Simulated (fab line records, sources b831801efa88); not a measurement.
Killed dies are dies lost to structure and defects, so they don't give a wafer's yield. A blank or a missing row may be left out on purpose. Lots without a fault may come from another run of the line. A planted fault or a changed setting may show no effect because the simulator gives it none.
One fault seen from 2 desks | flow sky130 | each desk has only its own numbers; what lay behind them comes last

THE METROLOGY DESK
What the gauges read, lot by lot, whatever tool the lot ran on: means of the sampled wafers that have a number. A lot is out of limits, marked OUT, if its mean lies more than 4 standard deviations from the usual mean; the brackets give that distance.
Columns: A = cd_nm at SKY_VT_ADJUST_NCORE_CD_MEAS_07, usual 379.8 nm; B = cd_nm at SKY_VT_ADJUST_HVTR_CD_MEAS_07, usual 379.9 nm; C = VT_ADJUST_PCH_TW at SKY_VT_ADJUST_PCH_TW_MEAS_10, usual 143.7
lot  | first seen here | A     | B     | C
L274 | day 9 02:29     | 378.8 | 375.7 | 146.7
L276 | day 9 19:44     | 380.6 | 378.6 | 146.3
L277 | day 10 05:16    | 374.7 | 377.7 | 141.6
L279 | day 10 12:53    | 377.1 | 383.8 | 141.7
L283 | day 11 18:04    | 385.9 | 380.6 | 141.9
L284 | day 11 23:11    | 382.4 | 377.3 | 145.6
L290 | day 13 17:12    | 380.2 | 380.2 | 146.0
L292 | day 14 02:56    | 379.8 | 380.0 | 131.5 (-6.8) OUT
L293 | day 14 13:32    | 377.2 | 379.7 | 129.9 (-7.6) OUT
L294 | day 14 18:07    | 383.4 | 378.9 | 142.9
L296 | day 15 11:55    | 377.6 | 381.4 | 144.7
L297 | day 15 23:13    | 382.0 | 378.6 | 145.0
This desk's finding: out of limits on L292, L293; first on L292, day 16 07:44 (VT_ADJUST_PCH_TW at SKY_VT_ADJUST_PCH_TW_MEAS_10). In limits: L274, L276, L277, L279, L283, L284, L290, L294, L296, L297.

THE TOOL OWNER'S DESK: implanter-01
The tool's own readings at SKY_VT_ADJUST_PCH_IMPLANT_08: means of the sampled wafers that have a number, for each lot that ran on this tool. A lot is out of limits, marked OUT, if its mean lies more than 4 standard deviations from the usual mean; the brackets give that distance.
Columns: A = dose_ions_cm2 at SKY_VT_ADJUST_PCH_IMPLANT_08, usual 5.001e+11; B = faraday_current_uA at SKY_VT_ADJUST_PCH_IMPLANT_08, usual 2.82
lot  | first seen here | A                           | B
L274 | day 11 01:31    | 4.997e+11                   | 2.81
L277 | day 12 04:53    | 4.999e+11                   | 2.82
L292 | day 16 07:32    | 3.274e+11 (-99 or more) OUT | 1.84 (-18) OUT
L293 | day 17 02:00    | 3.268e+11 (-99 or more) OUT | 1.81 (-18) OUT
This desk's finding: out of limits on L292, L293; first on L292, day 16 07:32 (dose_ions_cm2 at SKY_VT_ADJUST_PCH_IMPLANT_08). In limits: L274, L277.

PUT TOGETHER
The tool owner's desk could have raised an alarm at day 16 07:32, on L292, L293.
The metrology desk could have raised an alarm at day 16 07:44, on L292, L293.
Of the lots named, all ran SKY_VT_ADJUST_PCH_IMPLANT_08 on implanter-01.

WHAT THE SIMULATOR HAD PUT IN
Process parameter drift: implanter-01, from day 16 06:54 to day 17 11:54, at SKY_VT_ADJUST_PCH_IMPLANT_08. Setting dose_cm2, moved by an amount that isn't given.
Lots struck among those shown: L292, L293.
Hours from the fault's start to each desk's first reading out of limits: the tool owner's desk, 1; the metrology desk, 1.
